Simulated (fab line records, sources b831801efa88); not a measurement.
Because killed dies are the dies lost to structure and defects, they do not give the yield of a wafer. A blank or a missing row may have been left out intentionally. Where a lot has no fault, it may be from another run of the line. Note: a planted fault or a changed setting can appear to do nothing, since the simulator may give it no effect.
A struck lot beside a sound one | flow sfq line | 43 steps out of a route of 325
Sound: these wafers, L904.2, L904.4, L904.6. The struck wafers were L925.1, L925.3, L925.5. At the end, the cause is stated.
Order at every step that has rows: each side's tool, ch and its chambers, its first start. Under that, the readings that differ: sound wafers | struck wafers | difference of the means | sigmas: that difference in standard deviations of wafers without a fault.
alike: readings whose means differ by less than 2 such deviations, and words and numbers that are the same on both sides. not compared: withheld readings, readings that some wafer has no value for, bounds like >300 that may hide the same value, and numbers for which the record gives no deviation and whose values overlap.
The two part at a step that has a row with sigmas, a row that says differs or no value, or rows on one side only. Numbers that have no deviation but don't overlap get no sigmas and don't part them. A reading that every wafer of one side lacks parts them only if that side has two wafers or more.

first, 3 steps without rows for these wafers: SFQ_TRILAYER_M5_LITHO_EXPOSE_124 (exposes mask M5, target cd 700 nm); SFQ_TRILAYER_M5_LITHO_PEB_126 (peb time 60 s); SFQ_TRILAYER_M5_LITHO_DEVELOP_125 (time 60 s).
SFQ_M5_OVL_MEAS_932:
  sound: overlay-02 at day 56 02:19; struck: overlay-02 at day 60 17:48
  alike: M5_OVL
then, 6 steps without rows for these wafers: SFQ_TRILAYER_M5_BARC_OPEN_METAL_ETCH_161 (etches BARC in O2, target depth 125 nm, time 41.7 s); SFQ_TRILAYER_M5_ETCH_METAL_ETCH_126 (etches Nb in Cl2/BCl3, stops on SiO2, time 203.2 s, target depth 265 nm); SFQ_TRILAYER_M5_STRIP_STRIP_127 (strips in O2); SFQ_TRILAYER_M5_STRIP_SOLV_CLEAN_128 (cleans in NMP, time 600 s); SFQ_TRILAYER_A5B_DEP_PECVD_129 (deposits SiO2 from SiH4/N2O, time 133.33 s, target thk 600 nm); SFQ_TRILAYER_A5B_CMP_CMP_130 (polishes, stops on Nb, target thk 340.7 nm).
SFQ_TRILAYER_A5B_METRO_MEASURE_131:
  sound: film metro-01 at day 56 10:47; struck: film metro-01 at day 61 01:36
  alike: thk nm
SFQ_TRILAYER_R5_DEP_SPUTTER_132: material Ti, target thk 5 nm, time 5 s.
  sound: pvd sputter-05 at day 56 11:47; struck: pvd sputter-06 at day 61 02:48
  alike: base pressure pa, cathode dc power W, throttle valve pct
SFQ_TRILAYER_R5_DEP_SPUTTER_133: material MoNx, target thk 40 nm, time 66.7 s.
  sound: pvd sputter-05 at day 56 11:49; struck: pvd sputter-06 at day 61 02:49
  no value came back on the struck wafers for base pressure pa (Pa), cathode dc power W (W), throttle valve pct (%); on the sound wafers base pressure pa (Pa) reads 1.37e-06 1.34e-06 1.37e-06
then, 1 step without rows for these wafers: SFQ_TRILAYER_R5_DEP_SPUTTER_134 (material Ti, target thk 5 nm, time 5 s).
SFQ_R5_RS_MEAS_933: measures by four-point-probe.
  sound: film metro-02 at day 56 11:54; struck: film metro-02 at day 61 02:53
  reading             | sound          | struck            | difference | sigmas
  R5_MONX_RS (ohm/sq) | 6.89 6.91 6.88 | 92.88 93.89 95.28 | +87.12     | +99 or more
SFQ_R5_THK_MEAS_934: measures by xrf.
  sound: film metro-02 at day 56 12:01; struck: film metro-02 at day 61 03:01
  reading          | sound          | struck         | difference | sigmas
  R5_MONX_THK (nm) | 40.3 40.4 40.5 | <0.0 <0.0 <0.0 | differs    |
then, 6 steps without rows for these wafers: SFQ_TRILAYER_R5_LITHO_COAT_141 (resist thk 62 nm); SFQ_TRILAYER_R5_LITHO_COAT_136 (resist thk 600 nm); SFQ_TRILAYER_R5_LITHO_SOFTBAKE_140; SFQ_TRILAYER_R5_LITHO_EXPOSE_137 (exposes mask R5, target cd 500 nm); SFQ_TRILAYER_R5_LITHO_PEB_139 (peb time 60 s); SFQ_TRILAYER_R5_LITHO_DEVELOP_138 (time 60 s).
-- the record jumps here: 5 days lie between the struck wafers' starts before and after --
SFQ_R5_OVL_MEAS_935:
  sound: overlay-02 at day 62 07:56; struck: overlay-01 at day 66 12:57
  alike: R5_OVL
SFQ_TRILAYER_R5_BARC_OPEN_METAL_ETCH_177: etches BARC in O2, target depth 125 nm, time 41.7 s.
  sound on rie metal-04 ch 0,1, day 62 07:58; struck on rie metal-01 ch 0,1, day 66 12:59
  alike: chamber pressure mTorr, drypump motor current A, oes product au
  not compared: rf hours counter h
then, 10 steps without rows for these wafers: SFQ_TRILAYER_R5_ETCH_METAL_ETCH_139 (etches the open film in Cl2, stops on SiO2, target depth 60 nm, time 40 s); SFQ_TRILAYER_R5_STRIP_STRIP_140 (strips in O2); SFQ_TRILAYER_R5_STRIP_SOLV_CLEAN_141 (cleans in NMP, time 600 s); SFQ_TRILAYER_A5C_DEP_PECVD_142 (deposits SiO2 from SiH4/N2O, time 15.556 s, target thk 70 nm); SFQ_TRILAYER_I5_LITHO_COAT_149 (resist thk 62 nm); SFQ_TRILAYER_I5_LITHO_COAT_144 (resist thk 650 nm); SFQ_TRILAYER_I5_LITHO_SOFTBAKE_148; SFQ_TRILAYER_I5_LITHO_EXPOSE_145 (exposes mask I5, target cd 700 nm); SFQ_TRILAYER_I5_LITHO_PEB_147 (peb time 60 s); SFQ_TRILAYER_I5_LITHO_DEVELOP_146 (time 60 s).
-- the record jumps here: 5 days lie between the struck wafers' starts before and after --
SFQ_I5_OVL_MEAS_936:
  sound: overlay-02 at day 67 11:45; struck: overlay-02 at day 71 07:10
  alike: I5_OVL
SFQ_TRILAYER_I5_BARC_OPEN_VIA_ETCH_200: etches BARC in O2, target depth 125 nm, time 41.7 s.
  sound on rie diel-01 ch 0,1, day 67 11:47; struck on rie diel-04 ch 1,3, day 71 07:12
  alike: chamber pressure mTorr, drypump motor current A, oes product au
  not compared: rf hours counter h
then, 1 step without rows for these wafers: SFQ_TRILAYER_I5_ETCH_VIA_ETCH_147 (etches the open film in CHF3, stops on Nb, target depth 360 nm).
SFQ_TRILAYER_I5_STRIP_STRIP_148: strips in O2.
  sound on rie metal-04 ch 0,1, day 67 11:58; struck on rie metal-02 ch 0,1, day 71 07:23
  alike: chamber pressure mTorr, drypump motor current A, oes product au
  not compared: rf hours counter h
then, 4 steps without rows for these wafers: SFQ_TRILAYER_I5_STRIP_SOLV_CLEAN_149 (cleans in NMP, time 600 s); SFQ_TRILAYER_C5_LITHO_COAT_156 (resist thk 62 nm); SFQ_TRILAYER_C5_LITHO_COAT_151 (resist thk 650 nm); SFQ_TRILAYER_C5_LITHO_SOFTBAKE_155.
-- the record jumps here: 22 days lie between the struck wafers' starts before and after --
SFQ_M8_BOW_MEAS_951:
  sound: film metro-03 at day 86 09:48; struck: film metro-03 at day 92 23:28
  reading                 | sound             | struck            | difference | sigmas
  model.etest.r5.ohm sq   | 6.91 6.894 6.849  | 1e+06 1e+06 1e+06 | +1e+06     |
  model.etest.c5.link ohm | 7.871 7.856 7.812 | 1e+06 1e+06 1e+06 | +1e+06     |
  model.etest.r5.ohm um   | 13.84 13.8 13.75  | 1e+06 1e+06 1e+06 | +1e+06     |
  alike: M8_BOW

## WHERE THEY PART
Earliest at SFQ_TRILAYER_R5_DEP_SPUTTER_133; latest, in this record, at SFQ_R5_THK_MEAS_934. Later steps at which nothing parts them and some readings are alike: SFQ_R5_OVL_MEAS_935, SFQ_TRILAYER_R5_BARC_OPEN_METAL_ETCH_177, SFQ_I5_OVL_MEAS_936, SFQ_TRILAYER_I5_BARC_OPEN_VIA_ETCH_200, SFQ_TRILAYER_I5_STRIP_STRIP_148, SFQ_M8_BOW_MEAS_951.

WHY: the cause the simulator had injected
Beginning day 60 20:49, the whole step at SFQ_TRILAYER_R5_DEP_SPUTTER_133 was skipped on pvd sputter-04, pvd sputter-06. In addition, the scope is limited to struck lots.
